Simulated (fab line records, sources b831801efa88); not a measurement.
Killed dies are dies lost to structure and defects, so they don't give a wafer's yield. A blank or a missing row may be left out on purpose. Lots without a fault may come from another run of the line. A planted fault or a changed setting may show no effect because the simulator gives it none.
fab line records | flow sky130
record lots=12 wafers=36 last_day=51
route steps=708 shown VIA2@518 PAD_OPEN@708
lots that met no fault: from a run of the same line without faults
start_h: hours from the record's first day to the start of the lot's first wafer shown | wait_h: hours since the lot's step before | " the same as in the row above | L1.1+2: a row that stands for several wafers | - no value, or no start given | * or withheld: withheld | < > ~ a bound
route shown NAME@n: a module of which the file shows steps, and the number in the route of the first | usual: mean/standard deviation of fault-free wafers | same: alike in all rows | chamber/n: place in a boat | sites: the reading at each site | _std_site: their standard deviation | _edge_site: outer sites' mean less inner sites' | radius_mm: how far each site lies from the wafer's centre | mask NAME#n: copy n | behind: the tool/chamber that last shaped the wafer | hold: why the lot was held/for how many hours/how that ended | device: the transistor (n, p or np) that didn't switch | end of line: the same wafers' tests at the end of the route | a step without rows: its recipe alone | killed: dies lost to structure and defects at the first sort, not the wafer's yield | map: a wafer's dies, x killed, . not, _ none there
set.NAME: the setting as run; set.NAME@STEP: as run at that earlier step | model.NAME: the simulator's own value behind a step, which no gauge read
steps of the route over a sample of lots; a table a step, a row a wafer
services: from which hour (start_h, from the record's first day; less than 0 if before it) a tool's chamber was out of use, for how many hours, and why
## steps
# step SKY_VIA2_DEVELOP_11
# recipe develop_time_s=60 resist=KrF-thick dev_temp_c=21
# usual developer_temp_C=20.98/0.11 resist_line_temp_C=23.02/0.11
# same develop_time_s=60
# columns lot.wafer tool chamber start_h wait_h developer_temp_C resist_line_temp_C
L508.3 litho_track-03 0 842 - 20.93 22.82
L508.4 " 0 " " 20.94 22.87
L508.6 " 0 843 - 20.90 22.98
L510.1 litho_track-04 0 873 - 20.86 22.96
L510.2 " 0 " " 20.76 22.92
L510.5 " 0 " " 20.74 22.91
L511.1 litho_track-03 0 883 - 21.01 23.15
L511.3 " 0 " " 20.96 23.10
L511.5 " 0 884 - 21.08 23.21
L512.1 litho_track-02 0 885 - 20.90 23.11
L512.2 " 0 " " 21.00 22.99
L512.6 " 0 " " 20.93 23.15
L515.2 litho_track-03 0 909 - 20.98 22.87
L515.4 " 0 " " 20.92 22.78
L515.6 " 0 910 - 20.73 22.92
L516.2 litho_track-03 0 916 - 20.90 22.88
L516.4 " 0 " " 20.99 22.81
L516.6 " 0 " " 20.80 22.93
L518.1 litho_track-03 0 933 - 21.89 22.91
L518.4 " 0 " " 21.98 23.05
L518.5 " 0 " " 21.75 23.03
L519.3 litho_track-03 0 937 - 21.81 23.02
L519.5 " 0 " " 21.98 23.00
L519.6 " 0 " " 21.72 22.96
L520.2 litho_track-03 0 944 - 22.05 23.07
L520.4 " 0 " " 21.99 23.01
L520.5 " 0 " " 21.88 22.90
L527.2 litho_track-02 0 1007 - 20.78 23.07
L527.5 " 0 " " 20.86 23.03
L527.6 " 0 " " 20.93 23.07
L528.1 litho_track-04 0 1008 - 20.91 23.04
L528.3 " 0 " " 21.04 23.04
L528.5 " 0 1009 - 21.00 23.06
L529.1 litho_track-03 0 1042 - 20.96 22.98
L529.2 " 0 " " 21.04 22.87
L529.4 " 0 " " 21.07 22.89
# step SKY_VIA2_ETCH_15
# recipe target=SiO2 chemistry=C4F8/O2/Ar target_depth_nm=546 stop_on=TiN mask_material=KrF-thick source_w=1500 bias_w=1200 pressure_mtorr=40 c4f8_flow_sccm=withheld O2_flow_sccm=6 Ar_flow_sccm=300 time_s=84
# usual bias_w=1200/3.3 oes_product_au=0.940/0.0044
# columns lot.wafer tool chamber start_h wait_h bias_w oes_product_au rf_hours_counter_h
L508.3 rie_diel-01 3 843.24 0.0 1198 0.942 17
L508.4 " 0 " " 1201 0.952 14
L508.6 " 2 " " 1200 0.935 -
L510.1 rie_diel-01 3 873.95 0.0 1197 0.932 18
L510.2 " 2 " " 1201 0.938 10
L510.5 " 2 " " 1200 0.945 -
L511.1 rie_diel-02 0 884.29 0.0 1197 0.934 8
L511.3 " 3 " " 1202 0.938 7
L511.5 " 3 " " 1201 0.939 -
L512.1 rie_diel-01 1 885.51 0.0 1198 0.933 16
L512.2 " 2 " " 1197 0.939 10
L512.6 " 0 " " 1198 0.936 -
L515.2 rie_diel-02 3 910.24 0.0 1200 0.938 8
L515.4 " 1 " " 1192 0.937 -
L515.6 " 0 " " 1200 0.940 -
L516.2 rie_diel-02 0 916.39 0.0 1200 0.941 9
L516.4 " 1 " " 1198 0.933 -
L516.6 " 3 " " 1198 0.944 -
L518.1 rie_diel-01 2 934.09 0.0 1201 0.940 12
L518.4 " 0 " " 1201 0.940 -
L518.5 " 1 " " 1204 0.939 -
L519.3 rie_diel-01 2 938.04 0.0 1205 0.940 12
L519.5 " 0 " " 1202 0.945 -
L519.6 " 1 " " 1200 0.950 -
L520.2 rie_diel-01 1 944.49 0.0 1191 0.946 18
L520.4 " 0 " " 1200 0.945 -
L520.5 " 2 " " 1205 0.943 -
L527.2 rie_diel-01 3 1007.87 0.0 1201 0.941 22
L527.5 " 1 " " 1200 0.940 -
L527.6 " 0 " " 1206 0.934 -
L528.1 rie_diel-01 2 1009.30 0.0 1191 0.941 14
L528.3 " 1 " " 1196 0.937 21
L528.5 " 3 " " 1204 0.946 -
L529.1 rie_diel-03 3 1043.19 0.0 1197 0.944 8
L529.2 " 0 " " 1204 0.935 13
L529.4 " 2 " " 1200 0.948 9
# step SKY_VIA2_RS_MEAS_22
# recipe thk_meas_gauge=four-point-probe reads=W_of_VIA2_CVD_21+TiN_of_VIA2_SPUTTER_20
# usual VIA2_W_RS=0.273/0.0032
# columns lot.wafer tool chamber start_h wait_h VIA2_W_RS[ohm/sq]
L508.3 film_metro-03 - 844.13 0.1 0.268
L508.4 " - " " 0.276
L508.6 " - " " 0.276
L510.1 film_metro-01 - 874.84 0.1 0.273
L510.2 " - " " 0.270
L510.5 " - " " 0.270
L511.1 film_metro-03 - 885.18 0.1 0.277
L511.3 " - " " 0.278
L511.5 " - " " 0.277
L512.1 film_metro-02 - 886.37 0.1 0.278
L512.2 " - " " 0.274
L512.6 " - " " 0.280
L515.2 film_metro-02 - 911.12 0.1 0.273
L515.4 " - " " 0.270
L515.6 " - " " 0.274
L516.2 film_metro-02 - 917.27 0.1 0.272
L516.4 " - " " 0.276
L516.6 " - " " 0.271
L518.1 film_metro-02 - 935.07 0.2 0.274
L518.4 " - " " 0.275
L518.5 " - " " 0.271
L519.3 film_metro-01 - 938.93 0.1 0.273
L519.5 " - " " 0.271
L519.6 " - " " 0.269
L520.2 film_metro-02 - 945.37 0.1 0.271
L520.4 " - " " 0.273
L520.5 " - " " 0.271
L527.2 film_metro-03 - 1008.73 0.1 0.275
L527.5 " - " " 0.275
L527.6 " - " " 0.276
L528.1 film_metro-03 - 1010.14 0.1 0.273
L528.3 " - " " 0.273
L528.5 " - " " 0.271
L529.1 film_metro-02 - 1044.04 0.1 0.276
L529.2 " - " " 0.274
L529.4 " - " " 0.271
# step SKY_VIA2_THK_MEAS_23
# recipe thk_meas_gauge=xrf reads=W_of_VIA2_CVD_21
# usual VIA2_W_THK=428/7.3
# columns lot.wafer tool chamber start_h wait_h VIA2_W_THK[nm]
L508.3 film_metro-03 - 844.23 0.1 432
L508.4 " - " " 419
L508.6 " - " " 419
L510.1 film_metro-01 - 874.96 0.1 432
L510.2 " - " " 437
L510.5 " - " " 436
L511.1 film_metro-03 - 885.30 0.1 423
L511.3 " - " " 422
L511.5 " - " " 426
L512.1 film_metro-02 - 886.49 0.1 414
L512.2 " - " " 417
L512.6 " - " " 409
L515.2 film_metro-02 - 911.23 0.1 421
L515.4 " - " " 424
L515.6 " - " " 424
L516.2 film_metro-02 - 917.38 0.1 429
L516.4 " - " " 422
L516.6 " - " " 429
L518.1 film_metro-02 - 935.19 0.1 427
L518.4 " - " " 421
L518.5 " - " " 430
L519.3 film_metro-01 - 939.03 0.1 427
L519.5 " - " " 431
L519.6 " - " " 432
L520.2 film_metro-02 - 945.48 0.1 433
L520.4 " - " " 426
L520.5 " - " " 433
L527.2 film_metro-03 - 1008.84 0.1 427
L527.5 " - " " 427
L527.6 " - " " 424
L528.1 film_metro-03 - 1010.26 0.1 429
L528.3 " - " " 431
L528.5 " - " " 430
L529.1 film_metro-02 - 1044.16 0.1 416
L529.2 " - " " 421
L529.4 " - " " 426
# step SKY_PAD_OPEN_PROBE_99
# usual defect_limited_yield=82.3/2.1 killed_at_M0_to_M3=44/7.2 killed_at_M4_up=3.1/1.7 killed_at_contacts=24/5.2 killed_at_front_end=15/4.1 killed_at_other=0.3/0.61 killed_dies=87/10 killed_open=48/7.5 killed_short=39/6.6 sort_bin_3_pad_short=0.8/0.39 sort_bin_5_function=10.4/1.7 sort_bin_6_memory=6.5/1.1 sort_n_pass=405/10 sort_yield_pct=82.3/2.1
# same gross_dies=492 killed_at_back_side=0 sort_bin_4_leakage[%]=0 sort_bin_8_speed[%]=0
# columns lot.wafer tool chamber start_h wait_h defect_limited_yield[%] killed_at_M0_to_M3 killed_at_M4_up killed_at_contacts killed_at_front_end killed_at_other killed_dies killed_open killed_short sort_bin_3_pad_short[%] sort_bin_5_function[%] sort_bin_6_memory[%] sort_n_pass sort_yield_pct[%]
L518.1 prober-01 - 1144.06 0.1 85.0 36 1 22 15 0 74 44 30 0.4 9.1 5.5 418 85.0
L518.4 prober-01 - 1144.21 0.2 79.1 58 5 24 16 0 103 49 53 0.8 11.4 8.7 389 79.1
L518.5 prober-01 - 1144.26 0.2 80.5 45 2 30 19 0 96 52 44 2.0 11.4 6.1 396 80.5
L519.3 prober-02 - 1145.88 0.2 85.0 38 0 24 11 1 74 49 25 0.6 8.5 5.9 418 85.0
L519.5 prober-02 - 1145.98 0.2 84.1 39 5 21 12 1 78 38 40 1.0 8.3 6.5 414 84.1
L519.6 prober-02 - 1146.03 0.2 85.2 35 2 21 15 0 73 38 33 1.2 7.5 6.1 419 85.2
L520.2 prober-01 - 1149.44 0.1 83.3 38 3 26 15 0 82 43 37 1.2 11.0 4.5 410 83.3
L520.4 prober-01 - 1149.54 0.2 83.3 47 0 15 20 0 82 45 37 0.4 12.0 4.3 410 83.3
L520.5 prober-01 - 1149.59 0.2 83.7 43 4 18 15 0 80 43 37 0.6 8.9 6.7 412 83.7
# killed by level:class
L518.1 CONTACT:geometric_particle:open=13 VIA1:geometric_particle:open=10 VIA1:geometric_particle:short=5 VIA2:geometric_particle:open=5 FIELD_ISO:geometric_particle:open=4 POLY_GATE:geometric_particle:short=4 CONTACT:geometric_particle:short=4 VIA3:geometric_particle:open=4
L518.4 VIA1:geometric_particle:open=13 CONTACT:geometric_particle:open=9 METAL1:geometric_particle:short=9 FIELD_ISO:geometric_particle:short=7 LI_CONTACT:geometric_particle:open=7 VIA1:geometric_particle:short=7 METAL2:geometric_particle:short=7 VIA3:geometric_particle:open=6
L518.5 VIA1:geometric_particle:open=14 CONTACT:geometric_particle:open=9 CONTACT:geometric_particle:short=7 METAL1:geometric_particle:short=7 VIA3:geometric_particle:open=7 FIELD_ISO:geometric_particle:open=5 POLY_GATE:geometric_particle:short=5 LI_CONTACT:geometric_particle:open=5
L519.3 CONTACT:geometric_particle:open=10 VIA1:geometric_particle:open=9 VIA2:geometric_particle:open=8 LI_CONTACT:geometric_particle:open=7 VIA3:geometric_particle:open=6 METAL3:geometric_particle:short=5 FIELD_ISO:geometric_particle:open=4 CONTACT:geometric_particle:short=4
L519.5 VIA2:geometric_particle:open=7 VIA1:geometric_particle:open=7 METAL2:geometric_particle:short=7 LOCAL_INTERCONNECT:geometric_particle:short=6 LI_CONTACT:geometric_particle:open=6 FIELD_ISO:geometric_particle:short=5 METAL4:geometric_particle:short=5 CONTACT:geometric_particle:open=5
L519.6 VIA1:geometric_particle:open=9 VIA3:geometric_particle:open=7 LI_CONTACT:geometric_particle:open=6 POLY_GATE:geometric_particle:open=5 CONTACT:geometric_particle:open=5 CONTACT:geometric_particle:short=5 VIA2:geometric_particle:short=5 POLY_GATE:geometric_particle:short=4
L520.2 CONTACT:geometric_particle:open=11 VIA3:geometric_particle:open=10 VIA2:geometric_particle:open=6 CONTACT:geometric_particle:short=5 FIELD_ISO:geometric_particle:open=4 SPACER:geometric_particle:short=4 LOCAL_INTERCONNECT:geometric_particle:short=4 METAL1:geometric_particle:short=4
L520.4 VIA1:geometric_particle:open=14 METAL2:geometric_particle:short=10 POLY_GATE:geometric_particle:open=6 CONTACT:geometric_particle:open=6 METAL1:geometric_particle:short=6 POLY_GATE:geometric_particle:short=5 VIA2:geometric_particle:open=4 FIELD_ISO:geometric_particle:open=3
L520.5 METAL1:geometric_particle:short=9 CONTACT:geometric_particle:open=7 VIA1:geometric_particle:open=7 POLY_GATE:geometric_particle:open=6 VIA2:geometric_particle:open=6 METAL2:geometric_particle:short=5 LI_CONTACT:geometric_particle:open=4 VIA1:geometric_particle:short=4
## services
# columns tool chamber start_h hours kind
rie_diel-02 0 872.48 1.3 repair
rie_diel-02 1 881.13 3.4 repair
rie_diel-02 2 902.98 2.7 repair
rie_diel-02 2 908.44 32.3 repair
rie_diel-03 2 912.22 7.2 repair
rie_diel-02 1 922.87 1.2 repair
rie_diel-01 3 931.31 23.7 repair
rie_diel-02 2 940.71 - clean
rie_diel-02 2 940.71 29.2 scheduled_down
rie_diel-02 2 940.71 29.2 vent_cycle
rie_diel-02 3 943.60 7.1 repair
rie_diel-01 0 956.89 9.9 repair
rie_diel-01 - 974.10 2.8 pm
rie_diel-01 2 984.63 15.8 repair
rie_diel-03 0 1022.98 1.6 repair
rie_diel-03 1 1024.50 2.0 repair
litho_track-03 - 1040.66 - consumable_replace:filter
## key
first_sign step=SKY_VIA2_DEVELOP_11 reading=developer_temp_C direction=up sigmas=8.5 usual=* struck=*
effect none on later readings
met_at SKY_VIA2_DEVELOP_11
struck_lots L518,L519,L520
not_acting_at SKY_VIA2_ETCH_15,SKY_VIA2_RS_MEAS_22,SKY_VIA2_THK_MEAS_23
onset_between 916 933
fault kind=process_parameter_drift tool=litho_track-03 chamber=- onset_h=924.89 steps=SKY_VIA2_DEVELOP_11 channel=dev_temp_c offset=* shape=step end_h=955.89 acts_in=* stated=*
